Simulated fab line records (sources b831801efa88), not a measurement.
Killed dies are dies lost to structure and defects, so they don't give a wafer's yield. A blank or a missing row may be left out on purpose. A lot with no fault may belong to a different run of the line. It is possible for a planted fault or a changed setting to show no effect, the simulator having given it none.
The same fault as seen by 2 desks -- flow sky130 -- what lay behind the numbers comes last; until then each desk has only its own

== AT THE METROLOGY DESK ==
Means of the sampled wafers that have a number, per lot and without regard to the tool the lot ran on: this is what the gauges read. Any lot whose mean is over 4 standard deviations away from the usual mean is out of limits and marked OUT; that distance is given in the brackets.
Columns: A = cd nm at SKY_VIA1_CD_MEAS_12, usual 150.2 nm; B = cd nm at SKY_METAL2_CD_MEAS_15, usual 139.4 nm; C = METAL2_OVL at SKY_METAL2_OVL_MEAS_16, usual -1 nm; D = cd nm at SKY_METAL3_CD_MEAS_13, usual 299.5 nm
lot,first seen here,A,B,C,D
L814,day 33 22:23,149.3,138.5,-3,301.3
L817,day 34 17:31,150.9,140.4,3,299.2
L818,day 35 20:52,147.8,140.9,2,301.1
L819,day 36 01:28,149.6,138.8,-3,300.4
L821,day 36 12:38,148.8,137.8,6,300.6
L829,day 39 10:03,150.8,140.4,-3,298.6
L831,day 39 15:09,150.0,136.8,-3,299.3
L832,day 39 16:55,148.3,139.8,1,299.4
L834,day 40 02:03,149.3,138.6,-7,300.5
L836,day 40 23:16,150.5,141.3,-3,297.9
L837,day 41 00:46,151.8,138.9,-1,299.5
This desk's verdict: no lot among the 11 shows anything out of limits.

== TOOL OWNER'S DESK, krf scanner-02 ==
The tool's own readings at SKY_METAL2_EXPOSE_12 (exposes mask MM2, target cd 140 nm): means of the sampled wafers that have a number, for each lot that ran on this tool. Any lot whose mean is over 4 standard deviations away from the usual mean is out of limits and marked OUT; that distance is given in the brackets.
Columns: A = reticle temp C at SKY_METAL2_EXPOSE_12, usual 23.01 C
lot,first seen here,A
L817,day 35 08:16,23.14
L818,day 36 11:46,23.08
L819,day 36 15:25,23.01
L821,day 37 03:53,22.94
L829,day 40 00:14,22.96
L834,day 40 16:09,23.09
L836,day 41 13:18,23.05
L837,day 41 15:25,22.97
This desk's verdict: no lot among the 8 shows anything out of limits.

== PUT TOGETHER ==
Nothing out of limits was seen by the metrology desk.
The desk of the tool owner found nothing out of limits.

== WHAT THE SIMULATOR HAD INSERTED ==
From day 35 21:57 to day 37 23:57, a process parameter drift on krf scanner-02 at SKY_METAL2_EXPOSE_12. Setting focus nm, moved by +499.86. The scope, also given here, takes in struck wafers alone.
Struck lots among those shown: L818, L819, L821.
